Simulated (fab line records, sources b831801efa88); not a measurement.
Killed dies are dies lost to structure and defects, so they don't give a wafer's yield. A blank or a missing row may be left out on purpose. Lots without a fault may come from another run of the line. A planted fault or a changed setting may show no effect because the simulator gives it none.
A struck lot beside a sound one | flow sky130 | 42 steps out of a route of 708
Sound: wafers L265.1, L265.2, L265.6. Struck: wafers L272.4, L272.5. The cause comes at the end.
At each step with rows: each side's tool, then ch and its chambers, then its first start. Under that, the readings that differ: sound wafers | struck wafers | difference of the means | sigmas: that difference in standard deviations of wafers without a fault.
alike: readings whose means differ by less than 2 such deviations, and words and numbers that are the same on both sides. not compared: withheld readings, readings that some wafer has no value for, bounds like >300 that may hide the same value, and numbers for which the record gives no deviation and whose values overlap.
The two part at a step that has a row with sigmas, a row that says differs or no value, or rows on one side only. Numbers that don't overlap but have no deviation are shown without sigmas and don't part them. A reading that every wafer of one side lacks parts them only if that side has two wafers or more.

SKY_SD_P_CD_MEAS_07: target cd 380 nm.
  sound on cd_sem-01, day 27 18:52; struck on cd_sem-02, day 31 15:30
  alike: cd_nm
SKY_SD_P_OVL_MEAS_08:
  sound on overlay-02, day 27 18:59; struck on overlay-01, day 31 15:35
  alike: SD_P_OVL
then, 1 step without rows for these wafers: SKY_SD_P_IMPLANT_09.
SKY_SD_P_STRIP_10: strips in O2/N2.
  sound on plasma_asher-02 ch 0,1, day 27 19:11; struck on plasma_asher-04 ch 0, day 31 15:47
  alike: chamber_pressure_mTorr, drypump_motor_current_A, oes_product_au, strip_time_to_endpoint_s
  not compared: rf_hours_counter_h
SKY_SD_P_TW_MEAS_11:
  sound on film_metro-03, day 27 19:17; struck on film_metro-01, day 31 15:53
  alike: SD_P_TW
then, 7 steps without rows for these wafers: SKY_RES_XHIGH_DEHYDRATE_00 (time 60 s); SKY_RES_XHIGH_HMDS_01 (prime time 60 s); SKY_RES_XHIGH_COAT_02 (resist thk 1140 nm); SKY_RES_XHIGH_SOFTBAKE_03 (time 60 s); SKY_RES_XHIGH_EXPOSE_04 (exposes mask URPM, target cd 1270 nm); SKY_RES_XHIGH_PEB_05; SKY_RES_XHIGH_DEVELOP_06 (develop time 60 s).
SKY_RES_XHIGH_IMPLANT_07:
  sound on implanter-01 ch 0, day 28 22:41; struck on implanter-04 ch 0, day 32 19:04
SKY_RES_XHIGH_STRIP_08: strips in O2/N2.
  sound on plasma_asher-04 ch 0,1, day 28 22:50; struck on plasma_asher-03 ch 0,1, day 32 19:10
  reading                        | sound                | struck        | difference | sigmas
  chamber_pressure_mTorr (mTorr) | 1496.3 1499.9 1498.8 | 1501.8 1501.9 | +3.5       | +3
  alike: drypump_motor_current_A, oes_product_au, strip_time_to_endpoint_s
  not compared: rf_hours_counter_h
SKY_RES_XHIGH_TW_MEAS_09:
  sound on film_metro-01, day 28 22:56; struck on film_metro-03, day 32 19:16
  alike: RES_XHIGH_TW
then, 7 steps without rows for these wafers: SKY_SD_N_DEHYDRATE_00 (time 60 s); SKY_SD_N_HMDS_01 (prime time 60 s); SKY_SD_N_COAT_02 (resist thk 1140 nm); SKY_SD_N_SOFTBAKE_03 (time 60 s); SKY_SD_N_EXPOSE_04 (exposes mask NSDM, target cd 380 nm); SKY_SD_N_PEB_05; SKY_SD_N_DEVELOP_06 (develop time 60 s).
SKY_SD_N_CD_MEAS_07: target cd 380 nm.
  sound on cd_sem-01, day 30 01:43; struck on cd_sem-02, day 33 21:44
  alike: cd_nm
SKY_SD_N_OVL_MEAS_08:
  sound on overlay-01, day 30 01:50; struck on overlay-01, day 33 21:49
  alike: SD_N_OVL
then, 2 steps without rows for these wafers: SKY_SD_N_IMPLANT_09; SKY_SD_N_IMPLANT_10.
SKY_SD_N_STRIP_11: strips in O2/N2.
  sound on plasma_asher-03 ch 0,1, day 30 02:11; struck on plasma_asher-04 ch 0,1, day 33 22:10
  alike: chamber_pressure_mTorr, drypump_motor_current_A, oes_product_au, strip_time_to_endpoint_s
  not compared: rf_hours_counter_h
SKY_SD_N_TW_MEAS_12:
  sound on film_metro-02, day 30 02:17; struck on film_metro-03, day 33 22:16
  alike: SD_N_TW
then, 1 step without rows for these wafers: SKY_SD_N_CLEAN_13 (cleans in SC1/SC2, time 150 s).
SKY_SD_N_RTA_14: time 2 s.
  sound on rtp_anneal-02 ch 0, day 30 02:23; struck on rtp_anneal-02 ch 0, day 33 22:32
  alike: lamp_power_pct, wafer_temp_C_max
SKY_SD_N_RS_MEAS_16: measures by four-point-probe.
  sound on film_metro-03, day 30 02:34; struck on film_metro-03, day 33 22:45
  alike: SD_N_RS
SKY_SD_N_RS_MEAS_17: measures by four-point-probe.
  sound on film_metro-03, day 30 02:41; struck on film_metro-03, day 33 22:52
  alike: SD_P_RS
SKY_SD_N_RS_MEAS_18: measures by four-point-probe.
  sound on film_metro-03, day 30 02:48; struck on film_metro-03, day 33 22:59
  alike: RES_XHIGH_RS
then, 2 steps without rows for these wafers: SKY_SALICIDE_CLEAN_00 (cleans in HF-last, time 30 s); SKY_LI_CONTACT_HDPCVD_00 (deposits PSG, target thk 930 nm, time 155 s).
SKY_LI_CONTACT_THK_MEAS_01:
  sound on film_metro-01, day 30 03:02; struck on film_metro-01, day 33 23:13
  alike: LI_CONTACT_HDPCVD_THK
SKY_LI_CONTACT_CMP_02: polishes PSG.
  sound on cmp-01 ch 2,3, day 30 03:06; struck on cmp-01 ch 1, day 33 23:17
  alike: motor_current_A, time_to_endpoint_s
SKY_LI_CONTACT_BOW_MEAS_03:
  sound on film_metro-01, day 30 03:24; struck on film_metro-02, day 33 23:39
  alike: LI_CONTACT_BOW
then, 3 steps without rows for these wafers: SKY_LI_CONTACT_DEHYDRATE_04 (time 60 s); SKY_LI_CONTACT_HMDS_05 (prime time 60 s); SKY_LI_CONTACT_COAT_06 (resist thk 60 nm).
-- the record jumps here: 16 days lie between the struck wafers' starts before and after (it left off in module LI_CONTACT and takes up again in module PAD_OPEN, whose first step shown is number 708 of the route) --
SKY_PAD_OPEN_PROBE_99:
  sound on prober-01, day 47 05:13; struck on prober-02, day 50 02:46
  reading                                  | sound             | struck    | difference | sigmas
  killed_at_other                          | 0 0 0             | 2 0       | +1         | +2
  model.etest.res_xhigh_po.rs_ohm_sq_range | 47.48 55.89 59.08 | 222.9 230 | +172.3     |
  alike: killed_at_M0_to_M3, killed_at_M4_up, killed_at_contacts, killed_at_front_end, killed_dies, killed_open, killed_short

WHERE THEY PART
First at SKY_RES_XHIGH_STRIP_08; last, within this record, at SKY_PAD_OPEN_PROBE_99.

WHY: what the simulator had put in
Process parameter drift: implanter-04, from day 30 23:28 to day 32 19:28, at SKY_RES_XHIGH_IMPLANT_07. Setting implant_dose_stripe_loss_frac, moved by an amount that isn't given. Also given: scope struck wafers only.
